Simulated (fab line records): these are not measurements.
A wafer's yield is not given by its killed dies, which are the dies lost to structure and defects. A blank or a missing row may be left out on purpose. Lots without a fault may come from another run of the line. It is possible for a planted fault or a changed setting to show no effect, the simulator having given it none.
Commonality check across tools -- flow sky130 -- Lots sampled 12, wafers sampled 36

REASON FOR OPENING
At SKY_CONTACT_RS_MEAS_25 the reading CONTACT_W_RS is flagged on 3 of 12 lots. No-fault wafers: 0.336 ohm/sq, standard deviation 0.0041.
Rule: a lot gets a flag if all its wafers with a number sit over 4 standard deviations from that mean, or if no wafer of it has a number. As for the other lots, they are considered sound.

lot,measured,on,"CONTACT_W_RS (ohm/sq), wafer by wafer",flag
L668,day 32 22:13,film_metro-03,0.331 0.332 0.330,
L670,day 33 05:30,film_metro-01,0.343 0.344 0.338,
L674,day 34 06:01,film_metro-04,0.339 0.337 0.338,
L676,day 34 18:56,film_metro-03,0.338 0.336 0.343,
L675,day 34 20:33,film_metro-03,0.336 0.335 0.339,
L677,day 35 00:52,film_metro-01,0.333 0.330 0.331,
L679,day 35 21:56,film_metro-04,0.335 0.337 0.338,
L682,day 37 00:56,film_metro-01,57.007 57.611 56.861,FLAGGED
L683,day 37 03:25,film_metro-04,57.533 57.742 58.357,FLAGGED
L684,day 37 04:52,film_metro-04,59.309 59.771 58.999,FLAGGED
L685,day 37 15:11,film_metro-01,0.334 0.338 0.335,
L690,day 40 00:12,film_metro-04,0.338 0.341 0.340,
Averaged over the flagged lots the numbers come to 58.132 ohm/sq, +57.796 ohm/sq from the usual (+99 or more standard deviations).

TOOL THAT RAN EACH LOT
The record holds 2 process steps before the reading, out of a route of 708 steps. Each cell gives the tool, then ch followed by the chambers the sampled wafers passed through, then the start.
lot,flag,SKY_CONTACT_ETCH_16,SKY_CONTACT_CVD_24
L668,,"rie_diel-02 ch 0,3, day 32 21:14","cvd_w-01 ch 0,1, day 32 22:05"
L670,,"rie_diel-02 ch 0,2,3, day 33 04:34","cvd_w-02 ch 0,1, day 33 05:22"
L674,,"rie_diel-04 ch 0,1,3, day 34 05:04","cvd_w-02 ch 0,1, day 34 05:53"
L676,,"rie_diel-02 ch 2,3, day 34 18:01","cvd_w-02 ch 0,1, day 34 18:49"
L675,,"rie_diel-03 ch 1,2,3, day 34 19:35","cvd_w-02 ch 0,1, day 34 20:25"
L677,,"rie_diel-03 ch 1,2, day 34 23:56","cvd_w-02 ch 1, day 35 00:44"
L679,,"rie_diel-04 ch 0,1,3, day 35 21:01","cvd_w-02 ch 0,1, day 35 21:49"
L682,FLAGGED,"rie_diel-02 ch 1,2,3, day 37 00:01","cvd_w-02 ch 0,1, day 37 00:49"
L683,FLAGGED,"rie_diel-03 ch 1,3, day 37 02:25","cvd_w-02 ch 0,1, day 37 03:19"
L684,FLAGGED,"rie_diel-04 ch 0,1,2, day 37 03:55","cvd_w-02 ch 0,1, day 37 04:45"
L685,,"rie_diel-04 ch 1,2,3, day 37 14:16","cvd_w-01 ch 1, day 37 15:04"
L690,,"rie_diel-02 ch 0,1,2, day 39 22:47","cvd_w-02 ch 0,1, day 40 00:05"
What the steps here do:
- SKY_CONTACT_ETCH_16: etches BARC in N2/H2, stops on SiO2, time 45.9 s, target depth 60 nm.
- SKY_CONTACT_CVD_24: deposits W, target thk 340 nm, time 102.12 s.
- SKY_CONTACT_RS_MEAS_25: measures by four-point-probe.

FLAGGED AGAINST TOTAL, ONE TOOL AT A TIME (gauges that did the reading follow at the end)
step,tool,lots run,flagged,share of the flagged lots,sound lots run after its first flagged lot
SKY_CONTACT_ETCH_16,rie_diel-02,5,1,some,1 (L690)
SKY_CONTACT_ETCH_16,rie_diel-03,3,1,some,0
SKY_CONTACT_ETCH_16,rie_diel-04,4,1,some,1 (L685)
SKY_CONTACT_CVD_24,cvd_w-01,2,0,none,-
SKY_CONTACT_CVD_24,cvd_w-02,10,3,all,1 (L690)
SKY_CONTACT_RS_MEAS_25,film_metro-01,4,1,some,1 (L685)
SKY_CONTACT_RS_MEAS_25,film_metro-03,3,0,none,-
SKY_CONTACT_RS_MEAS_25,film_metro-04,5,2,some,1 (L690)

WHAT IS ALLOWED BY THE TABLE
1 row of the table ran every flagged lot: cvd_w-02 at SKY_CONTACT_CVD_24.
- cvd_w-02 at SKY_CONTACT_CVD_24: 3 of its 10 lots flagged. After the first flagged lot (L690), sound lots still ran on it; a lasting fault on the whole tool would not permit that. On the flagged lots its readings are blank where sound lots have values: chamber_pressure_Torr, heater_power_outer_w, heater_power_w.
None of the table's rows ran every flagged lot and, after the first, no sound lot.

WHAT THE SIMULATOR PUT IN
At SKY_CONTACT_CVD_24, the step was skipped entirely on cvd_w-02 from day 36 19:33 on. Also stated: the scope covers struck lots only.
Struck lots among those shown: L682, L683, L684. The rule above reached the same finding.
